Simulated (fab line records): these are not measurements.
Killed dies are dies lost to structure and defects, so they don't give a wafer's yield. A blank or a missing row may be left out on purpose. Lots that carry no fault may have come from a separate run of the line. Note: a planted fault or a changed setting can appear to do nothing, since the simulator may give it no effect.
The tool behind it: which one? :: flow gf180mcu :: 6 lots, 18 wafers sampled, at 2 steps of a route of 602

WHAT THE GAUGES READ, wafer by wafer
GF_VT_IMPLANT_TW_MEAS_21.
lot: L384
measured: day 6 12:16
on: film_metro-02
VT_IMPLANT_2_TW: 1220 1213 1212

lot: L387
measured: day 7 07:34
on: film_metro-01
VT_IMPLANT_2_TW: 1212 1206 1212

lot: L394
measured: day 9 04:16
on: film_metro-02
VT_IMPLANT_2_TW: 1098 1096 1099 1099 1093 1098

lot: L399
measured: day 10 14:18
on: film_metro-02
VT_IMPLANT_2_TW: 1209 1217 1209

lot: L401
measured: day 11 02:56
on: film_metro-03
VT_IMPLANT_2_TW: 1188 1189 1191

lot: L405
measured: day 12 01:22
on: film_metro-01
VT_IMPLANT_2_TW: 1186 1191 1192

TOOL THAT RAN EACH LOT (tool first, then ch and the chambers of the sampled wafers, then the start)
lot: L384
GF_VT_IMPLANT_IMPLANT_19: implanter-04 ch 0, day 6 12:04

lot: L387
GF_VT_IMPLANT_IMPLANT_19: implanter-02 ch 0, day 7 07:20

lot: L394
GF_VT_IMPLANT_IMPLANT_19: implanter-02 ch 0, day 9 04:02

lot: L399
GF_VT_IMPLANT_IMPLANT_19: implanter-04 ch 0, day 10 14:04

lot: L401
GF_VT_IMPLANT_IMPLANT_19: implanter-01 ch 0, day 11 02:42

lot: L405
GF_VT_IMPLANT_IMPLANT_19: implanter-02 ch 0, day 12 01:08
- GF_VT_IMPLANT_IMPLANT_19

THE ANSWER, worked out from the rows above alone
Rule: usual is defined by the lots themselves. The widest of any qualifying gaps counts: lots, ordered by their means at a reading, are off when they make up no more than a third of the lots, leave a main group of 4 or more, and stand apart from it by 3 or more times the standard deviation of that group's means. Not used: any main group whose means are identical at the precision the tables above print for the reading. Also off: a lot with no number at a reading for which 4 or more lots have one. The other lots that the step has rows for count as sound.
Off: L394, at GF_VT_IMPLANT_TW_MEAS_21 (VT_IMPLANT_2_TW). Mean 1203 and standard deviation 11 in the main group.
A tool fits if, at a process step before that reading, it ran every lot that is off, and no sound lot after the first of them. The gauges at GF_VT_IMPLANT_TW_MEAS_21 are tried like those tools. None of those tried fits.

WHAT THE SIMULATOR HAD INSERTED
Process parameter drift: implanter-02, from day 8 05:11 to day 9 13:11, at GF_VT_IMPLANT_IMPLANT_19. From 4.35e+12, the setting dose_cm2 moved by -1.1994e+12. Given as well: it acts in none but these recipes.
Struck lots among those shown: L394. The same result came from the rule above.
